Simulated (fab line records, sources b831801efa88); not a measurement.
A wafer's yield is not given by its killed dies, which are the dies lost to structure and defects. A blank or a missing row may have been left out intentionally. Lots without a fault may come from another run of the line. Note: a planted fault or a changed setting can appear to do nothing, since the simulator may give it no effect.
Problem report, 8D (eight disciplines) form, completed by code | flow gf180mcu | the parts of the form that need people (team, actions taken, sign-off) are left out

1. WHAT WENT WRONG
Wafers without a fault read 400.0 nm, standard deviation 2.6; cd nm at GF_NSD_CD_MEAS_07 reads a mean of 373.4 nm on 6 wafers belonging to 2 lots. Relative to the usual mean, that is a shift of -10 standard deviations.
The step: target cd 400 nm.
Earliest sighting: wafer L472.2 on cd sem-02 at day 19 02:46. The record has a number at this step for 42 wafers belonging to 14 lots. Rule for "out" (also "out of limits"): further than 4 standard deviations from the usual mean. The rest of the wafers with a number are treated as sound.

2. WHAT IT IS; WHAT IT IS NOT
question                    | is                     | is not
which readings at this step | cd nm                  | -
which lots                  | L472, L473             | L455, L456, L458, L459, L460, L461, L462, L463, L465, L466, L474, L477
which wafers of those lots  | all that have a number | -
read on which gauges        | cd sem-01, cd sem-02   | -
when                        | from day 19 02:46      | up to then (30 sound wafers); but 6 sound wafers of L474, L477 came after

3. THE SUSPECTS, EACH WITH WHAT RULES IT OUT
Counting: a tool at any process step up to the reading remains a suspect when it ran all the lots that are out and ran no sound lot after the first of those.
- the gauge at GF_NSD_CD_MEAS_07: ruled out. 2 gauges (cd sem-01, cd sem-02) read the wafers that are out.
- iline stepper-01 at GF_NSD_EXPOSE_04 (exposes mask Nplus, target cd 400 nm): kept. It ran every lot that is out, first L472 (day 18 14:17), and no sound lot after that; its last sound lot up to then is L463 (day 15 14:32). On those wafers its own readings are out: exposure dose mJ cm2.
After counting, what remains is iline stepper-01 at GF_NSD_EXPOSE_04.

4. THE CAUSE (what the simulator had put in)
Process parameter drift: iline stepper-01, from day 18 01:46 on, at GF_NSD_EXPOSE_04. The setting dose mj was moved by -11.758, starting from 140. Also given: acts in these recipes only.
Only this tool survived the counting.

5. SEQUENCE OF EFFECTS, ordered by route
Each row: a reading whose mean over the struck wafers that have a number lies more than 3 standard deviations from the usual. Only readings whose record carries a usual standard deviation are examined. hours: median over the lots of the time between each lot's start at the first step of this table that gives one and its start at this step. sigmas: the change, counted in usual standard deviations.
hours | step              | reading              | usual    | on struck wafers | change | sigmas
0     | GF_NSD_EXPOSE_04  | exposure dose mJ cm2 | 139.96   | 128.13           | -11.83 | -85
12    | GF_NSD_CD_MEAS_07 | cd nm                | 400.0 nm | 373.4            | -26.6  | -10
The process steps in it:
- GF_NSD_EXPOSE_04: exposes mask Nplus, target cd 400 nm.
Later steps that measure or inspect, where all struck wafers having a row at the step show a number for every such reading and not one has moved that far: GF_PSD_OVL_MEAS_08, GF_V1_BOW_MEAS_05, GF_M3_THK_MEAS_06.

6. HOW IT WOULD HAVE BEEN CAUGHT EARLIER
25 hours passed between the start of the fault at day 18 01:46 and the first reading out of limits at a measuring or inspecting step in this record, taken at day 19 02:46.
At GF_NSD_EXPOSE_04, the tool's own readings (exposure dose mJ cm2) were out on each struck wafer the step has a row for, so an alarm limit on them would have fired on the first such wafer.
All the lots that are out (2) had begun GF_NSD_EXPOSE_04 on iline stepper-01 by day 19 02:46. Holding the tool at that point would not have protected any of them.
